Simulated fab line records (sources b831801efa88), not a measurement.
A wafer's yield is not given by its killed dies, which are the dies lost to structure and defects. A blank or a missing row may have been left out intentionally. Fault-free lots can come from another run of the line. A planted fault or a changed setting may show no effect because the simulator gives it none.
Which tool was responsible? || flow gf180mcu || Sampling: 13 lots, 39 wafers, 6 of 602 route steps

== WHAT THE GAUGES SHOWED, per wafer ==
GF_VT_IMPLANT_TW_MEAS_32. Usual: VT_IMPLANT_3_TW 270, standard deviation 3.1.
{"lot": "L225", "measured": "day 6 22:59", "on": "film-metro-01", "VT_IMPLANT_3_TW": "274 274 274", "flag": ""}
{"lot": "L226", "measured": "day 7 03:02", "on": "film-metro-04", "VT_IMPLANT_3_TW": "269 268 268", "flag": ""}
{"lot": "L227", "measured": "day 7 09:08", "on": "film-metro-02", "VT_IMPLANT_3_TW": "270 269 270", "flag": ""}
{"lot": "L229", "measured": "day 8 00:35", "on": "film-metro-02", "VT_IMPLANT_3_TW": "267 268 269", "flag": ""}
{"lot": "L231", "measured": "day 8 13:34", "on": "film-metro-04", "VT_IMPLANT_3_TW": "267 267 267", "flag": ""}
{"lot": "L238", "measured": "day 10 13:20", "on": "film-metro-04", "VT_IMPLANT_3_TW": "266 267 267", "flag": ""}
{"lot": "L239", "measured": "day 10 15:47", "on": "film-metro-01", "VT_IMPLANT_3_TW": "274 274 274", "flag": ""}
{"lot": "L241", "measured": "day 11 05:49", "on": "film-metro-04", "VT_IMPLANT_3_TW": "268 267 268", "flag": ""}
{"lot": "L242", "measured": "day 11 09:58", "on": "film-metro-02", "VT_IMPLANT_3_TW": "266 266 265", "flag": ""}
{"lot": "L243", "measured": "day 11 17:23", "on": "film-metro-04", "VT_IMPLANT_3_TW": "268 268 269", "flag": ""}
{"lot": "L244", "measured": "day 12 01:10", "on": "film-metro-01", "VT_IMPLANT_3_TW": "275 274 274", "flag": ""}
{"lot": "L246", "measured": "day 12 13:53", "on": "film-metro-01", "VT_IMPLANT_3_TW": "274 274 274", "flag": ""}
{"lot": "L247", "measured": "day 12 20:05", "on": "film-metro-04", "VT_IMPLANT_3_TW": "268 270 269", "flag": ""}

GF_HV_LDD_CD_MEAS_07 targets a cd of 400 nm. Usual: cd-nm reads 399.2 nm (standard deviation 1.8).
{"lot": "L225", "measured": "day 10 01:37", "on": "cd-sem-01", "cd-nm (nm)": "400.5 401.3 400.1", "flag": ""}
{"lot": "L226", "measured": "day 10 06:02", "on": "cd-sem-02", "cd-nm (nm)": "398.6 401.1 399.3", "flag": ""}
{"lot": "L227", "measured": "day 10 13:32", "on": "cd-sem-02", "cd-nm (nm)": "400.1 400.6 401.0", "flag": ""}
{"lot": "L229", "measured": "day 11 08:52", "on": "cd-sem-02", "cd-nm (nm)": "397.7 398.0 397.6", "flag": ""}
{"lot": "L231", "measured": "day 12 00:46", "on": "cd-sem-01", "cd-nm (nm)": "397.7 397.5 399.0", "flag": ""}
{"lot": "L238", "measured": "day 14 02:52", "on": "cd-sem-02", "cd-nm (nm)": "399.1 397.4 399.9", "flag": ""}
{"lot": "L239", "measured": "day 14 05:32", "on": "cd-sem-01", "cd-nm (nm)": "403.4 403.2 404.2", "flag": ""}
{"lot": "L241", "measured": "day 14 22:07", "on": "cd-sem-01", "cd-nm (nm)": "396.6 395.1 398.6", "flag": ""}
{"lot": "L242", "measured": "day 15 00:43", "on": "cd-sem-02", "cd-nm (nm)": "400.1 399.8 400.9", "flag": ""}
{"lot": "L243", "measured": "day 15 09:37", "on": "cd-sem-01", "cd-nm (nm)": "401.0 401.5 399.5", "flag": ""}
{"lot": "L244", "measured": "day 15 21:41", "on": "cd-sem-02", "cd-nm (nm)": "397.2 395.0 397.1", "flag": ""}
{"lot": "L246", "measured": "day 16 10:04", "on": "cd-sem-02", "cd-nm (nm)": "399.4 396.9 398.6", "flag": ""}
{"lot": "L247", "measured": "day 16 16:22", "on": "cd-sem-02", "cd-nm (nm)": "401.5 400.6 395.2", "flag": ""}

GF_HV_LDD_CD_MEAS_46 targets a cd of 400 nm. Usual: cd-nm reads 399.1 nm (standard deviation 2.4).
{"lot": "L225", "measured": "day 12 09:26", "on": "cd-sem-01", "cd-nm (nm)": "397.2 399.2 397.3", "flag": ""}
{"lot": "L226", "measured": "day 12 13:56", "on": "cd-sem-02", "cd-nm (nm)": "399.0 402.5 400.4", "flag": ""}
{"lot": "L227", "measured": "day 12 22:13", "on": "cd-sem-02", "cd-nm (nm)": "395.4 395.0 395.3", "flag": ""}
{"lot": "L229", "measured": "day 13 20:01", "on": "cd-sem-01", "cd-nm (nm)": "- - -", "flag": "OFF"}
{"lot": "L231", "measured": "day 14 14:28", "on": "cd-sem-01", "cd-nm (nm)": "403.1 403.0 404.0", "flag": ""}
{"lot": "L238", "measured": "day 16 21:31", "on": "cd-sem-02", "cd-nm (nm)": "397.7 400.6 401.2", "flag": ""}
{"lot": "L239", "measured": "day 16 23:38", "on": "cd-sem-02", "cd-nm (nm)": "395.0 395.5 397.5", "flag": ""}
{"lot": "L241", "measured": "day 17 18:16", "on": "cd-sem-01", "cd-nm (nm)": "397.8 395.7 396.3", "flag": ""}
{"lot": "L242", "measured": "day 17 20:34", "on": "cd-sem-01", "cd-nm (nm)": "401.3 401.9 398.7", "flag": ""}
{"lot": "L243", "measured": "day 18 06:58", "on": "cd-sem-02", "cd-nm (nm)": "398.2 398.3 398.7", "flag": ""}
{"lot": "L244", "measured": "day 18 19:11", "on": "cd-sem-01", "cd-nm (nm)": "400.4 400.5 398.8", "flag": ""}
{"lot": "L246", "measured": "day 19 08:43", "on": "cd-sem-02", "cd-nm (nm)": "401.6 400.6 400.6", "flag": ""}
{"lot": "L247", "measured": "day 19 15:25", "on": "cd-sem-01", "cd-nm (nm)": "399.5 400.0 401.1", "flag": ""}

GF_HV_LDD_TW_MEAS_50. Usual: HV_LDD_4_TW 571, standard deviation 9.1.
{"lot": "L225", "measured": "day 12 09:50", "on": "film-metro-04", "HV_LDD_4_TW": "571 570 571", "flag": ""}
{"lot": "L226", "measured": "day 12 14:20", "on": "film-metro-01", "HV_LDD_4_TW": "580 582 584", "flag": ""}
{"lot": "L227", "measured": "day 12 22:38", "on": "film-metro-01", "HV_LDD_4_TW": "581 579 580", "flag": ""}
{"lot": "L229", "measured": "day 13 20:25", "on": "film-metro-03", "HV_LDD_4_TW": "30 30 30", "flag": "OFF"}
{"lot": "L231", "measured": "day 14 14:53", "on": "film-metro-03", "HV_LDD_4_TW": "563 564 566", "flag": ""}
{"lot": "L238", "measured": "day 16 21:56", "on": "film-metro-04", "HV_LDD_4_TW": "560 563 562", "flag": ""}
{"lot": "L239", "measured": "day 17 00:02", "on": "film-metro-01", "HV_LDD_4_TW": "581 581 581", "flag": ""}
{"lot": "L241", "measured": "day 17 18:41", "on": "film-metro-01", "HV_LDD_4_TW": "580 581 580", "flag": ""}
{"lot": "L242", "measured": "day 17 20:58", "on": "film-metro-03", "HV_LDD_4_TW": "561 562 560", "flag": ""}
{"lot": "L243", "measured": "day 18 07:23", "on": "film-metro-03", "HV_LDD_4_TW": "567 567 567", "flag": ""}
{"lot": "L244", "measured": "day 18 19:35", "on": "film-metro-03", "HV_LDD_4_TW": "568 566 566", "flag": ""}
{"lot": "L246", "measured": "day 19 09:08", "on": "film-metro-01", "HV_LDD_4_TW": "588 585 588", "flag": ""}
{"lot": "L247", "measured": "day 19 15:50", "on": "film-metro-04", "HV_LDD_4_TW": "566 568 563", "flag": ""}

GF_NSD_CD_MEAS_07 targets a cd of 400 nm. Usual: cd-nm reads 399.5 nm (standard deviation 2.5).
{"lot": "L225", "measured": "day 13 08:04", "on": "cd-sem-02", "cd-nm (nm)": "403.9 400.6 402.4", "flag": ""}
{"lot": "L226", "measured": "day 13 12:59", "on": "cd-sem-01", "cd-nm (nm)": "398.0 399.0 399.2", "flag": ""}
{"lot": "L227", "measured": "day 13 21:14", "on": "cd-sem-01", "cd-nm (nm)": "401.2 401.1 402.8", "flag": ""}
{"lot": "L231", "measured": "day 15 15:08", "on": "cd-sem-01", "cd-nm (nm)": "399.0 398.2 399.5", "flag": ""}
{"lot": "L238", "measured": "day 17 23:28", "on": "cd-sem-02", "cd-nm (nm)": "399.7 399.1 399.0", "flag": ""}
{"lot": "L239", "measured": "day 18 00:52", "on": "cd-sem-01", "cd-nm (nm)": "400.4 397.4 401.0", "flag": ""}
{"lot": "L241", "measured": "day 18 21:19", "on": "cd-sem-01", "cd-nm (nm)": "394.6 394.1 393.6", "flag": ""}
{"lot": "L242", "measured": "day 18 23:40", "on": "cd-sem-02", "cd-nm (nm)": "403.5 403.3 404.0", "flag": ""}
{"lot": "L243", "measured": "day 19 09:50", "on": "cd-sem-01", "cd-nm (nm)": "404.3 405.7 404.9", "flag": ""}
{"lot": "L244", "measured": "day 19 22:52", "on": "cd-sem-02", "cd-nm (nm)": "399.7 398.3 400.0", "flag": ""}
{"lot": "L246", "measured": "day 20 12:02", "on": "cd-sem-01", "cd-nm (nm)": "399.4 398.9 397.6", "flag": ""}
{"lot": "L247", "measured": "day 20 21:02", "on": "cd-sem-01", "cd-nm (nm)": "398.8 398.7 398.1", "flag": ""}

== WHICH TOOL RAN EACH LOT (tool, then ch and the chambers of the sampled wafers, then the start) ==
{"lot": "L225", "GF_HV_LDD_EXPOSE_43": "iline-stepper-01 ch 0, day 12 00:00"}
{"lot": "L226", "GF_HV_LDD_EXPOSE_43": "iline-stepper-01 ch 0, day 12 04:37"}
{"lot": "L227", "GF_HV_LDD_EXPOSE_43": "iline-stepper-01 ch 0, day 12 13:01"}
{"lot": "L229", "GF_HV_LDD_EXPOSE_43": "iline-stepper-01 ch 0, day 13 10:08"}
{"lot": "L231", "GF_HV_LDD_EXPOSE_43": "iline-stepper-01 ch 0, day 14 04:04"}
{"lot": "L238", "GF_HV_LDD_EXPOSE_43": "iline-stepper-01 ch 0, day 16 10:39"}
{"lot": "L239", "GF_HV_LDD_EXPOSE_43": "iline-stepper-02 ch 0, day 16 13:03"}
{"lot": "L241", "GF_HV_LDD_EXPOSE_43": "iline-stepper-01 ch 0, day 17 06:22"}
{"lot": "L242", "GF_HV_LDD_EXPOSE_43": "iline-stepper-01 ch 0, day 17 08:52"}
{"lot": "L243", "GF_HV_LDD_EXPOSE_43": "iline-stepper-01 ch 0, day 17 19:31"}
{"lot": "L244", "GF_HV_LDD_EXPOSE_43": "iline-stepper-01 ch 0, day 18 06:56"}
{"lot": "L246", "GF_HV_LDD_EXPOSE_43": "iline-stepper-01 ch 0, day 18 21:08"}
{"lot": "L247", "GF_HV_LDD_EXPOSE_43": "iline-stepper-01 ch 0, day 19 03:31"}
- GF_HV_LDD_EXPOSE_43: exposes mask Pplus HV AREA, target cd 400 nm.

== WHAT THE TOOLS THEMSELVES READ (means of the sampled wafers that have a number; where no wafer has one, the mark that the record gives instead) ==
The record holds no such reading with a usual standard deviation.

== THE ANSWER, worked out from the rows above alone ==
Rule: lot off if the mean of its wafers having a number is beyond 3 standard deviations from the usual mean. Also off: a lot with no number at a reading for which 4 or more lots have one. Any other lot the step has rows for is counted as sound. Order of review: gauges by route order, followed by the tools' own readings, for which a lot's mean as printed above is used. The first step at which some lot is off is used, and at that step the reading that is off furthest; a lot without a number counts as furthest.
Off: L229 (GF_HV_LDD_CD_MEAS_46, cd-nm). Without a number there: L229.
If a tool, at a process step before that reading, ran all the lots that are off and no sound lot after the first of them, it fits. The gauges at GF_HV_LDD_CD_MEAS_46 aren't tried: what is off there is off at GF_HV_LDD_TW_MEAS_50 too, on other tools, and a gauge's error can't cause that. None of those tried fits.

== WHAT WAS PUT IN BY THE SIMULATOR ==
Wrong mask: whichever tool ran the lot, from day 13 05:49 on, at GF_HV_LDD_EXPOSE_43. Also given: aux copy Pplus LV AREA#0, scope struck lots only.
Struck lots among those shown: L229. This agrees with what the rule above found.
